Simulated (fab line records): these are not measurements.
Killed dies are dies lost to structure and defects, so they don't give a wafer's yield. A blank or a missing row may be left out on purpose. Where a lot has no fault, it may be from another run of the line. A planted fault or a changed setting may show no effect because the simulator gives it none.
Comparing a struck lot with a sound one -- flow gf180mcu -- 17 steps out of a route of 602
Sound: the wafers L971.1, L971.4, L971.5. Struck: wafer L981.2. (L981.5, L981.6 of the same lot were not struck and are left out.) The cause comes at the end.
For every step that has rows: the tool of each side, followed by ch and its chambers, followed by its first start. Under that, the readings that differ: sound wafers -- struck wafers -- difference of the means -- sigmas: that difference in standard deviations of wafers without a fault.
alike: words and numbers the same on both sides, and readings whose means are apart by under 2 such deviations; not compared: readings that were withheld, readings missing a value for some wafer, numbers with overlapping values and no deviation given by the record, and bounds like >300 which may hide the same value.
Wherever a step has rows on one side only, a row that says differs or no value, or a row with sigmas, the two part there. Numbers that have no deviation but don't overlap get no sigmas and don't part them. A reading missing from all wafers of one side parts the sides only when that side holds two or more wafers.

first, 4 steps without rows for these wafers: GF_SAB_SOFTBAKE_05 (time 60 s); GF_SAB_EXPOSE_06 (exposes mask SAB, target cd 420 nm); GF_SAB_PEB_07; GF_SAB_DEVELOP_08 (develop time 60 s).
GF_SAB_CD_MEAS_09: the cd target is 420 nm.
  sound on cd-sem-02, day 16 11:17; struck on cd-sem-01, day 20 00:43
  alike: cd-nm
GF_SAB_OVL_MEAS_10:
  sound on overlay-01, day 16 11:24; struck on overlay-01, day 20 00:49
  alike: SAB_OVL
GF_SAB_ETCH_11: etches SiO2 in C4F8/O2/Ar, target depth 55 nm, time 8.5 s.
  sound on rie-diel-01 ch 0,2, day 16 11:26; struck on rie-diel-04 ch 1, day 20 00:51
  alike: oes-product-au
  not compared: rf-hours-counter-h
then, 1 step without rows for these wafers: GF_SAB_WET_ETCH_12 (etches SiO2 in dHF, target depth 22 nm, time 440 s).
GF_SAB_STRIP_13: strips in O2/N2.
  sound on plasma-asher-04 ch 1, day 16 11:35; struck on plasma-asher-02 ch 1, day 20 01:00
reading,sound,struck,difference,sigmas
heater-power-w (W),266 266 260,361,+97,+3
platen-temp-c (C),250.13 250.31 250.15,249.73,-0.47,-3
  alike: drypump-motor-current-A, o2-flow-sccm, oes-product-au, strip-time-to-endpoint-s
  not compared: rf-hours-counter-h
then, 2 steps without rows for these wafers: GF_SALICIDE_CLEAN_00 (cleans in SC1/SC2, time 150 s); GF_SALICIDE_WET_ETCH_01 (etches SiO2 in dHF, target depth 5 nm, time 100 s).
GF_SALICIDE_SPUTTER_02: material Co, target thk 10 nm, time 20 s.
  sound on pvd-sputter-04, day 16 11:46; struck on pvd-sputter-02, day 20 01:11
  alike: cathode-dc-power-W, throttle-valve-pct
GF_SALICIDE_SPUTTER_03: material TiN, target thk 20 nm, time 16.7 s.
  sound on pvd-sputter-04, day 16 11:48; struck on pvd-sputter-02, day 20 01:13
reading,sound,struck,difference,sigmas
cathode-dc-power-W (W),6500.3 6501.2 6497.8,7504.6,+1004.8,+99 or more
model.TiN_of_SALICIDE_SPUTTER_03.thk-nm (nm),20.14 20.13 20.16,22.91,+2.77,
  alike: throttle-valve-pct
GF_SALICIDE_RS_MEAS_04: measures by four-point-probe.
  sound on film-metro-02, day 16 11:50; struck on film-metro-02, day 20 01:16
reading,sound,struck,difference,sigmas
SALICIDE_TIN_RS (ohm/sq),16.3 16.9 16.5,15.6,-1.0,-3
GF_SALICIDE_THK_MEAS_05: measures by xrf.
  sound on film-metro-02, day 16 11:57; struck on film-metro-02, day 20 01:36
reading,sound,struck,difference,sigmas
SALICIDE_TIN_THK (nm),20.4 20.4 20.3,23.1,+2.7,+7
  not compared: hold
GF_SALICIDE_RTA_06: time 30 s.
  sound on rtp-anneal-01 ch 0, day 16 12:01; struck on rtp-anneal-01 ch 0, day 20 04:40
reading,sound,struck,difference,sigmas
hold,- - -,await-dispo/3.0h/release,no value on the sound wafers,
  alike: anneal-temp-c-max, lamp-power-pct, wafer_temp_C_max
GF_PASSIVATION_PROBE_99:
  rows exist in the record for the sound wafers here (prober-01, day 30 06:07), none for the struck ones

WHERE THEY PART
Last at GF_PASSIVATION_PROBE_99 as far as this record goes, first at GF_SAB_STRIP_13.

WHY: the cause the simulator had injected
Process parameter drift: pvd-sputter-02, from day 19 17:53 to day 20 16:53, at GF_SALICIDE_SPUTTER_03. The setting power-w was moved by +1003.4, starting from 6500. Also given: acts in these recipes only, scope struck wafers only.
